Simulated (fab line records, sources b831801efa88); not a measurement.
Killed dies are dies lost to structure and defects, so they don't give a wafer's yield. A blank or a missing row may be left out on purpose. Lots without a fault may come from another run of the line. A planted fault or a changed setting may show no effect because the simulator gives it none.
A struck lot beside a sound one | flow sky130 | 31 steps out of a route of 708
Sound: wafers L799.1, L799.4, L799.6. Struck: wafers L812.2, L812.3, L812.4. The cause comes at the end.
At each step with rows: each side's tool, then ch and its chambers, then its first start. Under that, the readings that differ: sound wafers | struck wafers | difference of the means | sigmas: that difference in standard deviations of wafers without a fault.
alike: readings whose means differ by less than 2 such deviations, and words and numbers that are the same on both sides. not compared: withheld readings, readings that some wafer has no value for, bounds like >300 that may hide the same value, and numbers for which the record gives no deviation and whose values overlap.
The two part at a step that has a row with sigmas, a row that says differs or no value, or rows on one side only. Numbers that don't overlap but have no deviation are shown without sigmas and don't part them. A reading that every wafer of one side lacks parts them only if that side has two wafers or more.

SKY_LI_CONTACT_OVL_MEAS_13:
  sound on overlay-02, day 30 17:58; struck on overlay-02, day 34 23:50
  reading             | sound    | struck | difference | sigmas
  LI_CONTACT_OVL (nm) | -6 -6 -9 | 6 10 9 | +15        | +3
SKY_LI_CONTACT_ETCH_14: etches BARC in N2/H2, stops on SiO2, time 45.9 s, target depth 60 nm.
  sound on rie_diel-03 ch 1,2, day 30 18:00; struck on rie_diel-03 ch 0,3, day 34 23:52
  alike: drypump_motor_current_A, n2_flow_sccm, oes_product_au, throttle_valve_pct
  not compared: rf_hours_counter_h
then, 1 step without rows for these wafers: SKY_LI_CONTACT_ETCH_15 (etches PSG in C4F8/O2/Ar, stops on Si, target depth 600 nm).
SKY_LI_CONTACT_STRIP_16: strips in O2/N2.
  sound on plasma_asher-03 ch 0,1, day 30 18:08; struck on plasma_asher-02 ch 0,1, day 35 00:03
  alike: drypump_motor_current_A, n2_flow_sccm, oes_product_au, strip_time_to_endpoint_s
  not compared: rf_hours_counter_h
then, 3 steps without rows for these wafers: SKY_LI_CONTACT_CLEAN_17 (cleans in NMP, time 600 s); SKY_LI_CONTACT_PRE_CLEAN_18 (time 5.6 s); SKY_LI_CONTACT_SPUTTER_19 (material Ti, target thk 20 nm, time 106.37 s).
SKY_LI_CONTACT_SPUTTER_20: material TiN, target thk 20 nm, time 80 s.
  sound on pvd_sputter-03, day 30 18:30; struck on pvd_sputter-02, day 35 00:25
  alike: cathode_dc_power_W, throttle_valve_pct
SKY_LI_CONTACT_CVD_21: deposits W, target thk 400 nm, time 120.56 s.
  sound on cvd_w-02 ch 0,1, day 30 18:34; struck on cvd_w-02 ch 0,1, day 35 00:29
  alike: heater_power_outer_w, heater_power_w
SKY_LI_CONTACT_RS_MEAS_22: measures by four-point-probe.
  sound on film_metro-04, day 30 18:41; struck on film_metro-02, day 35 00:38
  alike: LI_CONTACT_W_RS
SKY_LI_CONTACT_THK_MEAS_23: measures by xrf.
  sound on film_metro-04, day 30 18:48; struck on film_metro-02, day 35 00:44
  alike: LI_CONTACT_W_THK
SKY_LI_CONTACT_CMP_24: polishes, stops on PSG, t overpolish 20 s, target thk 0 nm.
  sound on cmp-01 ch 0,2,3, day 30 19:00; struck on cmp-01 ch 0,2,3, day 35 00:47
  alike: motor_current_A, overpolish_run_s, time_to_endpoint_s
SKY_LOCAL_INTERCONNECT_SPUTTER_00: material TiN, target thk 100 nm, time 83.3 s.
  sound on pvd_sputter-01, day 30 19:12; struck on pvd_sputter-01, day 35 01:05
  reading                                                | sound                | struck               | difference | sigmas
  cathode_dc_power_W (W)                                 | 6498.6 6500.9 6499.8 | 7213.3 7211.2 7212.4 | +712.5     | +99 or more
  model.TiN_of_LOCAL_INTERCONNECT_SPUTTER_00.thk_nm (nm) | 99.65 100.7 98.99    | 110.9 110.1 110.9    | +10.9      |
  alike: throttle_valve_pct
SKY_LOCAL_INTERCONNECT_RS_MEAS_01: measures by four-point-probe.
  sound on film_metro-04, day 30 19:16; struck on film_metro-02, day 35 01:10
  reading                            | sound             | struck            | difference | sigmas
  LOCAL_INTERCONNECT_TIN_RS (ohm/sq) | 14.23 14.03 14.33 | 12.70 12.80 12.68 | -1.47      | -9
SKY_LOCAL_INTERCONNECT_THK_MEAS_02: measures by xrf.
  sound on film_metro-04, day 30 19:23; struck on film_metro-02, day 35 01:17
  reading                         | sound            | struck            | difference | sigmas
  LOCAL_INTERCONNECT_TIN_THK (nm) | 100.8 101.3 99.8 | 109.9 109.1 110.1 | +9.1       | +6
then, 8 steps without rows for these wafers: SKY_LOCAL_INTERCONNECT_DEHYDRATE_03 (time 60 s); SKY_LOCAL_INTERCONNECT_HMDS_04 (prime time 60 s); SKY_LOCAL_INTERCONNECT_COAT_05 (resist thk 60 nm); SKY_LOCAL_INTERCONNECT_COAT_06 (resist thk 450 nm); SKY_LOCAL_INTERCONNECT_SOFTBAKE_07 (time 90 s); SKY_LOCAL_INTERCONNECT_EXPOSE_08 (exposes mask LI1M, target cd 170 nm); SKY_LOCAL_INTERCONNECT_PEB_09; SKY_LOCAL_INTERCONNECT_DEVELOP_10 (develop time 60 s).
SKY_LOCAL_INTERCONNECT_CD_MEAS_11: target cd 170 nm.
  sound on cd_sem-01, day 31 22:54; struck on cd_sem-01, day 36 03:28
  alike: cd_nm
SKY_LOCAL_INTERCONNECT_OVL_MEAS_12:
  sound on overlay-01, day 31 23:01; struck on overlay-01, day 36 03:34
  alike: LOCAL_INTERCONNECT_OVL
then, 1 step without rows for these wafers: SKY_LOCAL_INTERCONNECT_ETCH_13 (etches BARC in N2/H2, stops on SiO2, time 45.9 s, target depth 60 nm).
SKY_LOCAL_INTERCONNECT_METAL_ETCH_14: etches TiN in Cl2/BCl3, stops on PSG, target depth 110 nm, time 31.4 s.
  sound on rie_metal-03 ch 0,1, day 31 23:07; struck on rie_metal-03 ch 0,1, day 36 03:40
  reading                | sound                | struck               | difference | sigmas
  oes_product_au (a.u.)  | 0.941 0.945 0.938    | 0.997 0.992 0.991    | +0.052     | +6
  throttle_valve_pct (%) | 21.885 21.896 21.908 | 21.868 21.892 21.858 | -0.024     | -2
  alike: drypump_motor_current_A, he_backside_leak_sccm
  not compared: rf_hours_counter_h
then, 1 step without rows for these wafers: SKY_LOCAL_INTERCONNECT_STRIP_15 (strips in O2/N2).
SKY_LOCAL_INTERCONNECT_STRIP_16: strips in post etch residue remover, time 1200 s.
  sound on wet_bench-04 ch 1, day 31 23:16; struck on wet_bench-04 ch 1, day 36 03:49
  reading                                                | sound             | struck            | difference | sigmas
  model.TiN_of_LOCAL_INTERCONNECT_SPUTTER_00.thk_nm (nm) | 99.23 100.3 98.57 | 110.5 109.7 110.5 | +10.9      |
then, 1 step without rows for these wafers: SKY_LOCAL_INTERCONNECT_CLEAN_17 (cleans in IPA, time 180 s).
-- the record jumps here: 14 days lie between the struck wafers' starts before and after (it left off in module LOCAL_INTERCONNECT and takes up again in module PAD_OPEN, whose first step shown is number 708 of the route) --
SKY_PAD_OPEN_PROBE_99:
  sound on prober-02, day 47 04:58; struck on prober-02, day 50 01:37
  reading                        | sound             | struck            | difference | sigmas
  model.etest.res_li.line_ohm_um | 75.43 75.32 77.47 | 68.44 68.85 68.05 | -7.63      |
  model.etest.res_li.rs_ohm_sq   | 12.76 12.78 12.89 | 11.48 11.53 11.53 | -1.30      |
  not compared: model.etest.li_comb.leak_log10_a_um

WHERE THEY PART
First at SKY_LI_CONTACT_OVL_MEAS_13; last, within this record, at SKY_LOCAL_INTERCONNECT_METAL_ETCH_14.

WHY: what the simulator had put in
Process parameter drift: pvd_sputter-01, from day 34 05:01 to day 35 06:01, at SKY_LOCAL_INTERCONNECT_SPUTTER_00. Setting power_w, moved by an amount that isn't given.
